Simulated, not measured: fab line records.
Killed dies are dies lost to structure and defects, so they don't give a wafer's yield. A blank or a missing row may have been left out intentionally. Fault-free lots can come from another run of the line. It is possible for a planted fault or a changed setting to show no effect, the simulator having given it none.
fab line records -- flow sky130
record lots=13, wafers=39, lastDay=50
route steps=708 shown PWDE@47 SONOS_TUNNEL@161 GATE_OXIDE@189
lots untouched by any fault: they come from a run of this same line in which no faults occurred
startH: start of the lot's first displayed wafer, in hours after the record's first day -- waitH: how many hours have passed since the lot's step before this one -- " identical to the entry in the row above -- L1.1+2: a single row standing in for several wafers -- - no value, or no start given -- * or withheld: withheld -- < > ~ a bound
route shown NAME@n: names a module that has steps shown in the file, with the first one's number in the route -- usual: mean/standard deviation of fault-free wafers -- same: alike in all rows -- chamber/n: place in a boat -- sites: each site's reading -- _std_site: how widely they spread, as a standard deviation -- _edge_site: outer sites' mean less inner sites' -- radiusMm: for every site, how far away it sits from the centre of the wafer -- mask NAME#n: copy n -- behind: the last tool/chamber to shape the wafer -- hold: why the lot was held/for how many hours/how that ended -- device: whichever transistor did not switch (one of n, p or np) -- end of line: the tests these same wafers got at the end of their route -- where a step has no rows: the recipe by itself -- killed: count of dies lost to structure and defects at first sort (not the wafer's yield) -- map: shows each die of a wafer: x if killed, . if not, _ if none is there
set.NAME: the setting as run; set.NAME@STEP: as run at that earlier step -- model.NAME: the simulator's own value behind a step, which no gauge read
route steps across a sampled set of lots; one table per step, one row per wafer
services: when a tool's chamber went out of use (startH, in hours from the record's first day, below 0 if earlier), for how many hours, and the reason
## steps
# step SKY_PWDE_COAT_02
# recipe spinRpm=2000, resistThkNm=3000
lot.wafer,tool,chamber,startH,waitH
L574.1+2+3,lithoTrack-02,0,67.58,0.1
L575.2+3+4,lithoTrack-02,0,73.71,0.1
L579.3+4+6,lithoTrack-04,0,93.40,0.1
L580.2+4+5,lithoTrack-01,0,103.92,0.1
L583.1+2+3,lithoTrack-02,0,126.53,0.1
L584.1+5+6,lithoTrack-01,0,126.70,0.1
L585.1+5+6,lithoTrack-04,0,127.20,0.1
L586.4+5+6,lithoTrack-04,0,131.58,0.1
L590.2+3+4,lithoTrack-02,0,153.61,0.1
L591.3+4+5,lithoTrack-04,0,159.45,0.1
L592.1+3+6,lithoTrack-04,0,163.55,0.1
L593.1+2+4,lithoTrack-04,0,172.85,0.1
L594.1+2+5,lithoTrack-01,0,179.15,0.1
# step SKY_PWDE_STRIP_09
# recipe chemistry=O2/N2, powerW=1400, pressureMtorr=1500, platenTempC=withheld, o2FlowSccm=3000, n2FlowSccm=300, overashFraction=0.5
# usual drypumpMotorCurrentA=6.1/0.3, oesProductAu=0.723/0.0047, stripTimeToEndpointS=36.92/0.11
lot.wafer,tool,chamber,startH,waitH,drypumpMotorCurrentA,oesProductAu,rfHoursCounterH,stripTimeToEndpointS
L574.1,plasmaAsher-01,0,75.82,0.1,6.5,0.721,37,36.91
L574.2,plasmaAsher-01,1,75.82,0.1,5.7,0.721,37,36.80
L574.3,plasmaAsher-01,1,75.82,0.1,5.7,0.731,-,36.93
L575.2,plasmaAsher-04,0,82.27,0.1,6.5,0.731,27,36.89
L575.3,plasmaAsher-04,1,82.27,0.1,6.0,0.732,-,36.85
L575.4,plasmaAsher-04,0,82.27,0.1,6.5,0.728,-,37.03
L579.3,plasmaAsher-03,1,102.67,0.1,5.8,0.717,-,37.06
L579.4,plasmaAsher-03,0,102.67,0.1,6.0,0.722,-,36.99
L579.6,plasmaAsher-03,1,102.67,0.1,5.8,0.718,-,37.00
L580.2,plasmaAsher-03,0,113.19,0.1,6.1,0.712,44,36.83
L580.4,plasmaAsher-03,1,113.19,0.1,5.7,0.720,-,36.73
L580.5,plasmaAsher-03,1,113.19,0.1,5.7,0.729,-,36.78
L583.1,plasmaAsher-01,0,136.38,0.1,6.5,0.723,43,36.86
L583.2,plasmaAsher-01,1,136.38,0.1,5.7,0.722,43,36.84
L583.3,plasmaAsher-01,1,136.38,0.1,5.7,0.722,-,36.88
L584.1,plasmaAsher-03,1,136.73,0.1,5.8,0.726,46,36.97
L584.5,plasmaAsher-03,1,136.73,0.1,5.8,0.724,-,36.94
L584.6,plasmaAsher-03,0,136.73,0.1,6.0,0.716,-,36.97
L585.1,plasmaAsher-04,1,137.09,0.1,6.0,0.724,33,36.97
L585.5,plasmaAsher-04,0,137.09,0.1,6.5,0.721,-,37.01
L585.6,plasmaAsher-04,1,137.09,0.1,6.0,0.729,-,36.87
L586.4,plasmaAsher-01,1,141.47,0.1,5.7,0.724,-,36.94
L586.5,plasmaAsher-01,0,141.47,0.1,6.4,0.724,-,36.96
L586.6,plasmaAsher-01,1,141.47,0.1,5.7,0.721,-,36.94
L590.2,plasmaAsher-01,0,163.97,0.1,6.5,0.724,46,37.02
L590.3,plasmaAsher-01,1,163.97,0.1,5.7,0.720,-,36.94
L590.4,plasmaAsher-01,0,163.97,0.1,6.5,0.724,-,36.95
L591.3,plasmaAsher-03,0,169.97,0.1,6.0,0.720,-,35.57
L591.4,plasmaAsher-03,1,169.97,0.1,5.7,0.721,-,35.63
L591.5,plasmaAsher-03,0,169.97,0.1,6.0,0.729,-,35.58
L592.1,plasmaAsher-03,1,174.34,0.1,5.7,0.723,50,35.33
L592.3,plasmaAsher-03,0,174.34,0.1,6.1,0.717,-,35.28
L592.6,plasmaAsher-03,1,174.34,0.1,5.7,0.739,-,35.30
L593.1,plasmaAsher-03,1,183.87,0.1,5.8,0.719,51,35.50
L593.2,plasmaAsher-03,0,183.87,0.1,6.1,0.719,51,35.72
L593.4,plasmaAsher-03,0,183.87,0.1,6.0,0.717,-,35.48
L594.1,plasmaAsher-04,1,190.37,0.1,6.0,0.720,38,36.91
L594.2,plasmaAsher-04,0,190.37,0.1,6.5,0.716,38,37.06
L594.5,plasmaAsher-04,0,190.37,0.1,6.6,0.723,-,37.08
# step SKY_SONOS_TUNNEL_CD_MEAS_07
# recipe targetCdNm=410
# usual cdNm=409.7/2.2
lot.wafer,tool,chamber,startH,waitH,cdNm
L574.1,cdSem-02,-,261.18,0.1,406.0
L574.2,cdSem-02,-,261.18,0.1,407.0
L574.3,cdSem-02,-,261.18,0.1,409.4
L575.2,cdSem-01,-,270.45,0.1,408.2
L575.3,cdSem-01,-,270.45,0.1,408.4
L575.4,cdSem-01,-,270.45,0.1,409.5
L579.3,cdSem-01,-,299.94,0.1,408.2
L579.4,cdSem-01,-,299.94,0.1,409.2
L579.6,cdSem-01,-,299.94,0.1,405.6
L580.2,cdSem-02,-,315.44,0.1,409.1
L580.4,cdSem-02,-,315.44,0.1,407.4
L580.5,cdSem-02,-,315.44,0.1,408.9
L583.1,cdSem-02,-,349.15,0.1,407.6
L583.2,cdSem-02,-,349.15,0.1,407.6
L583.3,cdSem-02,-,349.15,0.1,406.4
L584.1,cdSem-02,-,350.70,0.1,409.3
L584.5,cdSem-02,-,350.70,0.1,411.4
L584.6,cdSem-02,-,350.70,0.1,411.7
L585.1,cdSem-01,-,352.58,0.1,412.7
L585.5,cdSem-01,-,352.58,0.1,411.6
L585.6,cdSem-01,-,352.58,0.1,410.4
L586.4,cdSem-02,-,356.34,0.1,413.8
L586.5,cdSem-02,-,356.34,0.1,413.5
L586.6,cdSem-02,-,356.34,0.1,413.1
L590.2,cdSem-01,-,389.65,0.1,408.0
L590.3,cdSem-01,-,389.65,0.1,410.0
L590.4,cdSem-01,-,389.65,0.1,408.8
L591.3,cdSem-02,-,399.17,0.1,413.7
L591.4,cdSem-02,-,399.17,0.1,413.2
L591.5,cdSem-02,-,399.17,0.1,411.2
L592.1,cdSem-01,-,402.88,0.1,413.5
L592.3,cdSem-01,-,402.88,0.1,413.4
L592.6,cdSem-01,-,402.88,0.1,413.3
L593.1,cdSem-01,-,418.78,0.1,408.9
L593.2,cdSem-01,-,418.78,0.1,410.0
L593.4,cdSem-01,-,418.78,0.1,408.2
L594.1,cdSem-01,-,428.38,0.1,408.4
L594.2,cdSem-01,-,428.38,0.1,405.8
L594.5,cdSem-01,-,428.38,0.1,407.6
# step SKY_GATE_OXIDE_THK_MEAS_02
# recipe reads=SiO2_of_GATE_OXIDE_OXIDATION_01
# usual GATE_OXIDE_OXIDATION_00_THK=10.26/0.22
lot.wafer,tool,chamber,startH,waitH,GATE_OXIDE_OXIDATION_00_THK[nm]
L574.1,filmMetro-03,-,294.73,0.0,10.17
L574.2,filmMetro-03,-,294.73,0.0,10.13
L574.3,filmMetro-03,-,294.73,0.0,10.23
L575.2,filmMetro-03,-,305.94,0.0,10.21
L575.3,filmMetro-03,-,305.94,0.0,10.28
L575.4,filmMetro-03,-,305.94,0.0,10.32
L579.3,filmMetro-03,-,335.09,0.0,10.06
L579.4,filmMetro-03,-,335.09,0.0,10.09
L579.6,filmMetro-03,-,335.09,0.0,10.03
L580.2,filmMetro-04,-,354.74,0.0,10.32
L580.4,filmMetro-04,-,354.74,0.0,10.18
L580.5,filmMetro-04,-,354.74,0.0,10.40
L583.1,filmMetro-03,-,385.66,0.0,9.85
L583.2,filmMetro-03,-,385.66,0.0,10.02
L583.3,filmMetro-03,-,385.66,0.0,10.01
L584.1,filmMetro-03,-,391.49,0.0,10.33
L584.5,filmMetro-03,-,391.49,0.0,10.67
L584.6,filmMetro-03,-,391.49,0.0,10.50
L585.1,filmMetro-01,-,391.49,0.0,10.44
L585.5,filmMetro-01,-,391.49,0.0,10.28
L585.6,filmMetro-01,-,391.49,0.0,10.32
L586.4,filmMetro-04,-,396.77,0.0,10.48
L586.5,filmMetro-04,-,396.77,0.0,10.43
L586.6,filmMetro-04,-,396.77,0.0,10.67
L590.2,filmMetro-01,-,430.88,0.0,10.08
L590.3,filmMetro-01,-,430.88,0.0,10.05
L590.4,filmMetro-01,-,430.88,0.0,10.11
L591.3,filmMetro-03,-,437.81,0.0,10.13
L591.4,filmMetro-03,-,437.81,0.0,10.34
L591.5,filmMetro-03,-,437.81,0.0,10.32
L592.1,filmMetro-01,-,442.17,0.0,10.32
L592.3,filmMetro-01,-,442.17,0.0,10.26
L592.6,filmMetro-01,-,442.17,0.0,10.33
L593.1,filmMetro-04,-,458.33,0.0,10.37
L593.2,filmMetro-04,-,458.33,0.0,10.48
L593.4,filmMetro-04,-,458.33,0.0,10.36
L594.1,filmMetro-01,-,467.05,0.0,10.40
L594.2,filmMetro-01,-,467.05,0.0,10.23
L594.5,filmMetro-01,-,467.05,0.0,10.35
# step SKY_GATE_OXIDE_OVL_MEAS_10
# usual GATE_OXIDE_OVL=-0.6/1.3
lot.wafer,tool,chamber,startH,waitH,GATE_OXIDE_OVL[nm]
L574.1,overlay-01,-,321.22,0.1,-2.5
L574.2,overlay-01,-,321.22,0.1,-0.9
L574.3,overlay-01,-,321.22,0.1,-1.6
L575.2,overlay-02,-,333.33,0.1,-1.6
L575.3,overlay-02,-,333.33,0.1,-0.5
L575.4,overlay-02,-,333.33,0.1,-1.5
L579.3,overlay-01,-,363.36,0.1,-0.8
L579.4,overlay-01,-,363.36,0.1,0.0
L579.6,overlay-01,-,363.36,0.1,0.3
L580.2,overlay-02,-,383.95,0.1,0.0
L580.4,overlay-02,-,383.95,0.1,-1.3
L580.5,overlay-02,-,383.95,0.1,-0.6
L583.1,overlay-02,-,415.70,0.1,-0.3
L583.2,overlay-02,-,415.70,0.1,0.4
L583.3,overlay-02,-,415.70,0.1,-0.6
L585.1,overlay-02,-,421.43,0.1,-0.2
L585.5,overlay-02,-,421.43,0.1,-0.2
L585.6,overlay-02,-,421.43,0.1,-1.3
L584.1,overlay-01,-,422.00,0.1,1.7
L584.5,overlay-01,-,422.00,0.1,-1.7
L584.6,overlay-01,-,422.00,0.1,0.4
L586.4,overlay-02,-,427.45,0.1,0.5
L586.5,overlay-02,-,427.45,0.1,-0.4
L586.6,overlay-02,-,427.45,0.1,-1.0
L590.2,overlay-02,-,461.45,0.1,2.1
L590.3,overlay-02,-,461.45,0.1,3.1
L590.4,overlay-02,-,461.45,0.1,2.0
L591.3,overlay-02,-,468.98,0.1,-0.7
L591.4,overlay-02,-,468.98,0.1,-1.7
L591.5,overlay-02,-,468.98,0.1,-0.4
L592.1,overlay-01,-,473.13,0.1,-3.1
L592.3,overlay-01,-,473.13,0.1,-1.4
L592.6,overlay-01,-,473.13,0.1,-2.0
L593.1,overlay-01,-,489.57,0.1,-1.3
L593.2,overlay-01,-,489.57,0.1,-1.9
L593.4,overlay-01,-,489.57,0.1,-2.7
L594.1,overlay-01,-,498.75,0.1,-2.1
L594.2,overlay-01,-,498.75,0.1,-0.5
L594.5,overlay-01,-,498.75,0.1,-2.4
## services
tool,chamber,startH,hours,kind
plasmaAsher-01,-,47.82,15.6,pm
lithoTrack-01,-,112.11,-,consumableReplace:filter
plasmaAsher-04,-,126.98,0.7,repair
plasmaAsher-04,-,145.75,2.8,pm
## key
firstSign step=SKY_PWDE_STRIP_09, reading=stripTimeToEndpointS, direction=down, sigmas=13, usual=*, struck=*
effect none on later readings
metAt SKY_PWDE_COAT_02
struckLots L591,L592,L593
testerLeftOut L591,L592,L593
notActingAt SKY_SONOS_TUNNEL_CD_MEAS_07,SKY_GATE_OXIDE_THK_MEAS_02,SKY_GATE_OXIDE_OVL_MEAS_10
onsetBetween 131.58 159.45
alsoFits SKY_PWDE_STRIP_09:plasmaAsher-03
fault kind=processParameterDrift, tool=lithoTrack-04, chamber=-, onsetH=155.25, steps=SKY_PWDE_COAT_02, channel=resistThkNm, offset=-126.22, shape=step, endH=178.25, actsIn=theseRecipesOnly, stated=3000
# testerLeftOut: of these lots the tester's yield and bins aren't shown, on N5 and GAA mostly nor the transistor test; their killed dies are dies lost to structure and defects alone, not to doping, threshold or leakage, so they don't give the yield
